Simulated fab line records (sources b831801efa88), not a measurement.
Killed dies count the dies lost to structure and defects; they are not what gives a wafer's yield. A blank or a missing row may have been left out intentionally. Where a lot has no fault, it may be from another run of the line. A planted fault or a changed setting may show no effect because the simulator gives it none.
Chamber matching | flow gf180mcu | GF_V3_CVD_02 on pecvd-01: 3 sister chambers
The step deposits SiO2 from TEOS, target thk 850 nm, time 94.851 s. 22 wafers are shown with their chamber, then 11 later ones without.

== WAFERS, EACH WITH ITS CHAMBER ==
wafer  | chamber | heater_power_outer_w (W) | heater_power_w (W)
L074.2 | 0       | 403                      | 693
L074.5 | 0       | 314                      | 569
L074.6 | 1       | 364                      | 625
L076.2 | 1       | 370                      | 635
L076.3 | 2       | 365                      | 612
L076.4 | 2       | 362                      | 645
L077.2 | 0       | 381                      | 689
L077.3 | 2       | 277                      | 522
L077.6 | 0       | 407                      | 713
L078.3 | 2       | 296                      | 539
L078.4 | 1       | 412                      | 686
L078.5 | 0       | 422                      | 715
L079.1 | 0       | 414                      | 710
L079.4 | 1       | 415                      | 684
L079.5 | 2       | 366                      | 646
L082.3 | 0       | 381                      | 690
L082.4 | 1       | 410                      | 668
L082.5 | 2       | 379                      | 665
L086.2 | 2       | 371                      | 654
L086.4 | 2       | 280                      | 519
L086.6 | 0       | 363                      | 656
L087.1 | 0       | 390                      | 686

SIGNATURES (averages over the wafers above)
reading              | chamber 0 | chamber 1 | chamber 2 | scatter within a chamber
heater_power_outer_w | 386.11    | 394.20    | 337.00    | 36.1
heater_power_w       | 680.11    | 659.60    | 600.25    | 50
Rule: a wafer lies at a distance from a chamber equal to the root of the sum of squares, over the readings, of (its reading less the chamber's mean, divided by the reading's scatter). If the next closest chamber is less than 2 further off than the closest, the wafer can't be placed; otherwise it belongs to the closest. The scatter is the square root of a quotient: the sum, over the shown wafers, of each reading's squared deviation from its chamber's mean, divided by wafers minus chambers.

== WAFERS WHOSE CHAMBER IS MISSING ==
wafer  | heater_power_outer_w (W) | heater_power_w (W)
L087.4 | 405                      | 717
L087.6 | 376                      | 652
L090.2 | 395                      | 683
L090.3 | 356                      | 634
L090.6 | 385                      | 667
L094.1 | 352                      | 614
L094.2 | 390                      | 649
L094.5 | 401                      | 677
L096.2 | 386                      | 638
L096.3 | 297                      | 546
L096.6 | 407                      | 680

== CHAMBER TAKEN BY EACH ==
wafer  | from the rows above          | in truth
L087.4 | can't be placed: 0 or 1      | 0
L087.6 | can't be placed: 1 or 0 or 2 | 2
L090.2 | can't be placed: 0 or 1      | 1
L090.3 | can't be placed: 2 or 1 or 0 | 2
L090.6 | can't be placed: 0 or 1 or 2 | 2
L094.1 | can't be placed: 2 or 1 or 0 | 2
L094.2 | can't be placed: 1 or 0 or 2 | 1
L094.5 | can't be placed: 1 or 0 or 2 | 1
L096.2 | can't be placed: 1 or 0 or 2 | 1
L096.3 | can't be placed: 2 or 1      | 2
L096.6 | can't be placed: 1 or 0 or 2 | 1
Placed correctly: 0 of 11. Cannot be placed on the basis of these rows: 11; the candidates contain the true chamber in 11. Placed wrongly: 0.
